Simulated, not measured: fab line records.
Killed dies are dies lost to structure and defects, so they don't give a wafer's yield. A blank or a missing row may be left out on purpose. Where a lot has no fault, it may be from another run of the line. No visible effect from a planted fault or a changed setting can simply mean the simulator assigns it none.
8D (eight disciplines) problem report, filled in by code + flow gf180mcu + the parts of the form that need people (team, actions taken, sign-off) are left out

== 1. THE PROBLEM ==
Mean of dose-ions-cm2 at GF_HV_LDD_IMPLANT_36: 6.842e+12 across 6 wafers in 2 lots; on wafers with no fault it is 7.499e+12 (standard deviation 8.1e+09). Relative to the usual mean, that is a shift of -81 standard deviations.
First seen on wafer L399.2, day 14 09:46, on implanter-01. At this step, 18 wafers from 6 lots have a number in the record. The rule behind "out" and "out of limits": a value lying over 4 standard deviations away from the usual mean. All remaining wafers that have a number are taken as sound.

== 2. WHAT IT IS, AND WHAT IT ISN'T ==
| question                    | is                                | is not                                                                                |
|-----------------------------|-----------------------------------|---------------------------------------------------------------------------------------|
| which readings at this step | dose-ions-cm2, faraday-current-uA | -                                                                                     |
| which lots                  | L399, L401                        | L400, L402, L409, L411                                                                |
| which wafers of those lots  | all that have a number            | -                                                                                     |
| read on which tools         | implanter-01                      | implanter-03, implanter-04                                                            |
| when                        | from day 14 09:46                 | up to then (0 sound wafers); but 12 sound wafers of L400, L402, L409, L411 came after |

== 3. THE SUSPECTS, EACH WITH WHAT RULES IT OUT ==
Counting: any tool at a process step up to the reading is kept as a suspect provided that every lot that is out went through it and no sound lot did after the first of them.
- implanter-01 at GF_HV_LDD_IMPLANT_36: ruled out as a lasting fault. After its first lot that is out, L399 (day 14 09:46), sound lots L409 ran on it.
Left after counting: nothing in the record.

== 4. THE CAUSE (what the simulator had put in) ==
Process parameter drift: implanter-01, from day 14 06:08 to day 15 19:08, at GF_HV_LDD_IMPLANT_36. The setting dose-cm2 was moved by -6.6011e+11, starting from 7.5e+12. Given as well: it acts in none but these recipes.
Counting ruled it out, wrongly.

== 5. SEQUENCE OF EFFECTS, ordered by route ==
Rows list readings where the struck wafers' mean (over those with a number) sits beyond 3 standard deviations from the usual. Only readings whose record carries a usual standard deviation are examined. hours: median over the lots of the time between each lot's start at the first step of this table that gives one and its start at this step. sigmas: the change, counted in usual standard deviations.
| hours | step                 | reading            | usual     | on struck wafers | change     | sigmas |
|-------|----------------------|--------------------|-----------|------------------|------------|--------|
| 0     | GF_HV_LDD_IMPLANT_36 | dose-ions-cm2      | 7.499e+12 | 6.842e+12        | -6.565e+11 | -81    |
| 0     | GF_HV_LDD_IMPLANT_36 | faraday-current-uA | 42.4      | 38.7             | -3.7       | -5.5   |
The process steps in it:
- GF_HV_LDD_IMPLANT_36

== 6. HOW IT WOULD HAVE BEEN CAUGHT EARLIER ==
In this record the first reading out of limits was taken at day 14 09:46, 4 hours after the fault began at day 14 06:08.
